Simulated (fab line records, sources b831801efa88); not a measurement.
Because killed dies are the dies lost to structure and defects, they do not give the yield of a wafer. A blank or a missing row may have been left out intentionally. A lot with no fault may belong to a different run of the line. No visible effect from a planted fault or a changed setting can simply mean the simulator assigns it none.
One fault seen from 2 desks    flow sky130    each desk holds nothing but its own numbers, with what lay behind them at the end

## AT THE METROLOGY DESK
What the gauges read, lot by lot, whatever tool the lot ran on: means of the sampled wafers that have a number. A lot is out of limits, marked OUT, if its mean lies more than 4 standard deviations from the usual mean; the brackets give that distance.
Columns: A = POLY_GATE_TW at SKY_RES_PROTECT_TW_MEAS_08, usual 4061
lot   first seen here  A
L269  day 16 02:03     4078
L270  day 16 03:15     4015
L271  day 18 02:31     4103
L275  day 18 09:58     4087
L279  day 19 07:38     4002
L283  day 21 05:16     4084
L285  day 21 11:07     4054
L286  day 22 06:46     4064
L287  day 22 11:38     4095
L288  day 22 22:18     4094
L290  day 23 10:05     4030
This desk's verdict: no lot among the 11 shows anything out of limits.

## AT THE TOOL OWNER'S DESK: lithoTrack-03
The tool's own readings at SKY_POLY_GATE_COAT_08 (resist thk 450 nm): means of the sampled wafers that have a number, for each lot that ran on this tool. A lot is out of limits, marked OUT, if its mean lies more than 4 standard deviations from the usual mean; the brackets give that distance.
Columns: A = dispensePressureKPa at SKY_POLY_GATE_COAT_08, usual 51 kPa; B = spinSpeedRpm at SKY_POLY_GATE_COAT_08, usual 3000.0 rpm
lot   first seen here  A   B
L270  day 16 21:00     48  3000.9
L271  day 18 22:00     48  3760.2 (+99 or more) OUT
L275  day 19 07:00     48  3760.1 (+99 or more) OUT
L283  day 21 22:00     48  2999.1
L285  day 22 04:00     48  3001.0
L286  day 22 23:00     48  3001.4
L290  day 24 01:00     48  2997.9
Finding of this desk: L271, L275 out of limits; the first was L271 at day 18 22:00, on spinSpeedRpm at SKY_POLY_GATE_COAT_08. Within limits: L270, L283, L285, L286, L290.

## PUT TOGETHER
The tool owner's desk could have raised an alarm at day 18 22:00, on L271, L275.
Metrology desk: nothing out of limits seen.
The metrology desk has L271, L275 on record, within its limits.
On lithoTrack-03, each named lot ran SKY_POLY_GATE_COAT_08.

## WHAT THE SIMULATOR HAD PUT IN
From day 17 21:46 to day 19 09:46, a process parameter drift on lithoTrack-03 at SKY_POLY_GATE_COAT_08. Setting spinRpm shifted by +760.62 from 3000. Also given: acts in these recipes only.
Lots struck among those shown: L271, L275.
Hours from the fault's start to each desk's first reading out of limits: the tool owner's desk, 24.
